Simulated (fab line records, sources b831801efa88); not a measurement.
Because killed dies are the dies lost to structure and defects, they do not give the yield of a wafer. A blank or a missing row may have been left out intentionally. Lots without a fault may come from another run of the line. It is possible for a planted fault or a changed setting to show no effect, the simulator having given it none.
Which of the tools did it? :: flow sky130 :: Sampling: 6 lots, 18 wafers, 2 of 708 route steps

WHAT THE GAUGES READ, wafer by wafer
SKY_LOCAL_INTERCONNECT_OVL_MEAS_12.
lot: L666
measured: day 31 07:51
on: overlay-02
LOCAL_INTERCONNECT_OVL (nm): 2 -3 -3

lot: L671
measured: day 33 02:13
on: overlay-01
LOCAL_INTERCONNECT_OVL (nm): -1 4 -3

lot: L674
measured: day 34 00:04
on: overlay-01
LOCAL_INTERCONNECT_OVL (nm): 5 13 3

lot: L682
measured: day 36 10:58
on: overlay-02
LOCAL_INTERCONNECT_OVL (nm): -3 3 0

lot: L685
measured: day 37 08:55
on: overlay-01
LOCAL_INTERCONNECT_OVL (nm): -2 -7 -6

lot: L687
measured: day 37 19:27
on: overlay-02
LOCAL_INTERCONNECT_OVL (nm): 7 0 7

EACH LOT AND THE TOOL THAT RAN IT (in order: tool; ch and the chambers of the sampled wafers; start)
lot: L666
SKY_SPACER_ETCHBACK_02: rie-diel-02 ch 0,2, day 24 00:10

lot: L671
SKY_SPACER_ETCHBACK_02: rie-diel-04 ch 1,2,3, day 26 00:01

lot: L674
SKY_SPACER_ETCHBACK_02: rie-diel-04 ch 0,2,3, day 26 21:11

lot: L682
SKY_SPACER_ETCHBACK_02: rie-diel-03 ch 2,3, day 29 11:46

lot: L685
SKY_SPACER_ETCHBACK_02: rie-diel-03 ch 2,3, day 30 11:13

lot: L687
SKY_SPACER_ETCHBACK_02: rie-diel-04 ch 2,3, day 30 23:22
- SKY_SPACER_ETCHBACK_02: etches Si3N4 in CH3F/O2, stops on SiO2, time 46.7 s, target depth 45 nm.

THE ANSWER, worked out from the rows above alone
Rule: what is usual is taken from the lots themselves. The widest of any qualifying gaps counts: lots, ordered by their means at a reading, are off when they make up no more than a third of the lots, leave a main group of 4 or more, and stand apart from it by 3 or more times the standard deviation of that group's means. A main group whose means are all the same, to the digits that the tables above print for the reading, isn't used. A lot without any number at a reading at which 4 lots or more have one is off too. Where the step has rows for the other lots, those lots are counted as sound.
None of the lots is off at any reading shown; this tells nothing.

WHAT THE SIMULATOR HAD PUT IN
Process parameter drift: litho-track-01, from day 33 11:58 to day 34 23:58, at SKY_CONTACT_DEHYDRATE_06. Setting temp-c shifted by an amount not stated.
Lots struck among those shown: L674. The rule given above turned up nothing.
